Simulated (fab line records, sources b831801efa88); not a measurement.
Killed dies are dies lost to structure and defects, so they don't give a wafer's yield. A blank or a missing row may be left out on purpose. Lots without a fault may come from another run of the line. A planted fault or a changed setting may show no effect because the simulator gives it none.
A struck lot beside a sound one | flow sky130 | 43 steps out of a route of 708
Sound: wafers L752.1, L752.4, L752.5. Struck: wafer L759.1. (L759.2, L759.5 of the same lot were not struck and are left out.) The cause comes at the end.
At each step with rows: each side's tool, then ch and its chambers, then its first start. Under that, the readings that differ: sound wafers | struck wafers | difference of the means | sigmas: that difference in standard deviations of wafers without a fault.
alike: readings whose means differ by less than 2 such deviations, and words and numbers that are the same on both sides. not compared: withheld readings, readings that some wafer has no value for, bounds like >300 that may hide the same value, and numbers for which the record gives no deviation and whose values overlap.
The two part at a step that has a row with sigmas, a row that says differs or no value, or rows on one side only. Numbers that don't overlap but have no deviation are shown without sigmas and don't part them. A reading that every wafer of one side lacks parts them only if that side has two wafers or more.

SKY_SONOS_ONO_THK_MEAS_05:
  sound on film_metro-03, day 12 08:05; struck on film_metro-01, day 13 22:54
  alike: SONOS_ONO_CVD_04_THK
then, 7 steps without rows for these wafers: SKY_SONOS_ONO_DEHYDRATE_06 (time 60 s); SKY_SONOS_ONO_HMDS_07 (prime time 60 s); SKY_SONOS_ONO_COAT_08 (resist thk 1140 nm); SKY_SONOS_ONO_SOFTBAKE_09 (time 60 s); SKY_SONOS_ONO_EXPOSE_10 (exposes mask ONOM, target cd 410 nm); SKY_SONOS_ONO_PEB_11; SKY_SONOS_ONO_DEVELOP_12 (develop time 60 s).
SKY_SONOS_ONO_CD_MEAS_13: target cd 410 nm.
  sound on cd_sem-01, day 13 11:05; struck on cd_sem-01, day 15 00:13
  alike: cd_nm
SKY_SONOS_ONO_OVL_MEAS_14:
  sound on overlay-02, day 13 11:13; struck on overlay-01, day 15 00:20
  alike: SONOS_ONO_OVL
SKY_SONOS_ONO_ETCH_15: etches the open film in CHF3/O2, target depth 19.52 nm, time 7.8 s.
  sound on rie_diel-04 ch 0,2, day 13 11:14; struck on rie_diel-03 ch 0, day 15 00:22
  alike: drypump_motor_current_A, oes_product_au, throttle_valve_pct
  not compared: rf_hours_counter_h
then, 1 step without rows for these wafers: SKY_SONOS_ONO_WET_ETCH_16 (etches SiO2 in dHF, target depth 14 nm, time 280 s).
SKY_SONOS_ONO_STRIP_17: strips in O2/N2.
  sound on plasma_asher-01 ch 0,1, day 13 11:21; struck on plasma_asher-01 ch 0, day 15 00:29
  reading                      | sound             | struck | difference | sigmas
  strip_time_to_endpoint_s (s) | 14.12 14.08 14.13 | 14.25  | +0.14      | +3
  alike: drypump_motor_current_A, oes_product_au
  not compared: rf_hours_counter_h
then, 3 steps without rows for these wafers: SKY_SONOS_ONO_WET_ETCH_18 (etches Si3N4 in H3PO4, target depth 15 nm, time 172 s); SKY_GATE_OXIDE_CLEAN_00 (cleans in SC1/SC2, time 150 s); SKY_GATE_OXIDE_OXIDATION_01 (stabilise 600 s, purge 300 s, target thk 10.268 nm).
SKY_GATE_OXIDE_THK_MEAS_02:
  sound on film_metro-02, day 13 13:44; struck on film_metro-02, day 15 03:15
  alike: GATE_OXIDE_OXIDATION_00_THK
then, 7 steps without rows for these wafers: SKY_GATE_OXIDE_DEHYDRATE_03 (time 60 s); SKY_GATE_OXIDE_HMDS_04 (prime time 60 s); SKY_GATE_OXIDE_COAT_05 (resist thk 1140 nm); SKY_GATE_OXIDE_SOFTBAKE_06 (time 60 s); SKY_GATE_OXIDE_EXPOSE_07 (exposes mask LVOM, target cd 600 nm); SKY_GATE_OXIDE_PEB_08; SKY_GATE_OXIDE_DEVELOP_09 (develop time 60 s).
SKY_GATE_OXIDE_OVL_MEAS_10:
  sound on overlay-01, day 14 15:16; struck on overlay-01, day 16 06:02
  alike: GATE_OXIDE_OVL
then, 2 steps without rows for these wafers: SKY_GATE_OXIDE_IMPLANT_11; SKY_GATE_OXIDE_WET_ETCH_12 (etches SiO2 in dHF, target depth 16.8 nm, time 336 s).
SKY_GATE_OXIDE_STRIP_13: strips in O2/N2.
  sound on plasma_asher-03 ch 0,1, day 14 15:33; struck on plasma_asher-03 ch 0, day 16 06:19
  alike: drypump_motor_current_A, oes_product_au, strip_time_to_endpoint_s
  not compared: rf_hours_counter_h
SKY_GATE_OXIDE_TW_MEAS_14:
  sound on film_metro-04, day 14 15:39; struck on film_metro-04, day 16 06:25
  alike: GATE_OXIDE_TW
then, 3 steps without rows for these wafers: SKY_GATE_OXIDE_CLEAN_15 (cleans in SC1/SC2, time 150 s); SKY_GATE_OXIDE_OXIDATION_16 (stabilise 600 s, purge 300 s, target thk 3.57 nm); SKY_POLY_GATE_CVD_00 (deposits poly-Si, target thk 180 nm, time 720 s).
SKY_POLY_GATE_THK_MEAS_01:
  sound on film_metro-04, day 14 21:34; struck on film_metro-01, day 16 13:47
  alike: POLY_GATE_CVD_00_THK
then, 8 steps without rows for these wafers: SKY_RES_PROTECT_DEHYDRATE_00 (time 60 s); SKY_RES_PROTECT_HMDS_01 (prime time 60 s); SKY_RES_PROTECT_COAT_02 (resist thk 1123 nm); SKY_RES_PROTECT_SOFTBAKE_03 (time 60 s); SKY_RES_PROTECT_EXPOSE_04 (exposes mask RPM, target cd 1270 nm); SKY_RES_PROTECT_PEB_05; SKY_RES_PROTECT_DEVELOP_06 (develop time 60 s); SKY_POLY_GATE_IMPLANT_02.
SKY_RES_PROTECT_STRIP_07: strips in O2/N2.
  sound on plasma_asher-02 ch 0,1, day 16 00:23; struck on plasma_asher-02 ch 0, day 17 17:59
  alike: drypump_motor_current_A, oes_product_au, strip_time_to_endpoint_s
  not compared: rf_hours_counter_h
-- the record jumps here: 30 days lie between the struck wafers' starts before and after (it left off in module RES_PROTECT and takes up again in module PAD_OPEN, whose first step shown is number 708 of the route) --
SKY_PAD_OPEN_PROBE_99:
  sound on prober-01, day 46 06:13; struck on prober-01, day 47 14:47
  reading             | sound    | struck                   | difference                   | sigmas
  hold                | - - -    | await_dispo/1.7h/release | no value on the sound wafers |
  killed_at_front_end | 21 18 14 | 56                       | +38                          | +9
  killed_dies         | 97 86 83 | 129                      | +40                          | +4
  killed_on_rim       | 18 22 23 | 31                       | +10                          | +2
  alike: killed_at_M0_to_M3, killed_at_M4_up, killed_at_contacts, killed_at_other, killed_open, killed_short

WHERE THEY PART
First at SKY_SONOS_ONO_STRIP_17; last, within this record, at SKY_PAD_OPEN_PROBE_99.

WHY: what the simulator had put in
Chamber particle source: plasma_asher-01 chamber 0, from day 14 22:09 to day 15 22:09, at SKY_SONOS_ONO_STRIP_17. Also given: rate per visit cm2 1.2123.
